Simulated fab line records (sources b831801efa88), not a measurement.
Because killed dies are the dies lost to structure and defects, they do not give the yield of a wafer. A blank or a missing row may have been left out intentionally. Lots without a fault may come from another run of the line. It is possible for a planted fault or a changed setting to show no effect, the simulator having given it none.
2 desks, one fault | flow gf180mcu | what lay behind the numbers comes last; until then each desk has only its own

FOR THE TOOL OWNER'S DESK: rie-diel-01
The tool's own readings at GF_SAB_ETCH_11 (etches SiO2 in C4F8/O2/Ar, target depth 55 nm, time 8.5 s): means of the sampled wafers that have a number, for each lot that ran on this tool. A lot is out of limits, marked OUT, if its mean lies more than 4 standard deviations from the usual mean; the brackets give that distance.
Columns: A = bias-w at GF_SAB_ETCH_11, usual 1200 W; B = oes-product-au at GF_SAB_ETCH_11, usual 1.002 a.u.
lot  | first seen here | A               | B
L151 | day 15 07:10    | 1197            | 0.996
L152 | day 15 17:19    | 1199            | 1.004
L155 | day 17 00:16    | 1216 (+4.5) OUT | 1.007
L156 | day 17 02:46    | 1218 (+5.1) OUT | 1.007
L165 | day 20 18:31    | 1198            | 1.004
This desk finds L155, L156 out of limits, L155 being first, at day 17 00:16 (bias-w at GF_SAB_ETCH_11). L151, L152, L165: within limits.

METROLOGY DESK
What the gauges read for every lot (on any tool): the sampled wafers with a number, averaged. A lot is out of limits, marked OUT, if its mean lies more than 4 standard deviations from the usual mean; the brackets give that distance.
Columns: A = PSD_TW at GF_PSD_TW_MEAS_11, usual 3185; B = CONTACT_BOW at GF_CONTACT_BOW_MEAS_05, usual 66 um
lot  | first seen here | A    | B
L151 | day 14 09:29    | 3201 | 74
L152 | day 14 19:04    | 3191 | 70
L154 | day 15 12:10    | 3209 | 66
L155 | day 16 01:08    | 3202 | 67
L156 | day 16 03:23    | 3159 | 63
L163 | day 18 18:58    | 3189 | 67
L165 | day 19 17:28    | 3184 | 63
L166 | day 20 01:22    | 3174 | 69
L167 | day 20 14:59    | 3177 | 68
L169 | day 21 00:25    | 3193 | 60
L170 | day 21 09:26    | 3195 | 72
L171 | day 21 18:05    | 3167 | 67
L172 | day 22 02:04    | 3160 | 63
L173 | day 22 11:46    | 3172 | 64
This desk's finding: nothing out of limits on any of the 14 lots.

ALL TOGETHER
An alarm could have come from the tool owner's desk at day 17 00:16, on L155, L156.
At the metrology desk, nothing out of limits was observed.
The metrology desk holds a record of L155, L156, inside its limits.
Of the lots named, all ran GF_SAB_ETCH_11 on rie-diel-01.

WHAT HAD BEEN PUT IN BY THE SIMULATOR
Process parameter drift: rie-diel-01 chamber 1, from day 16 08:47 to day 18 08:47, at GF_SAB_ETCH_11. Setting bias-w shifted by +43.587 from 1200. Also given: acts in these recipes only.
Shown lots that were struck: L155, L156.
Time in hours from fault onset to the first out-of-limits reading at each desk: the tool owner's desk, 15.
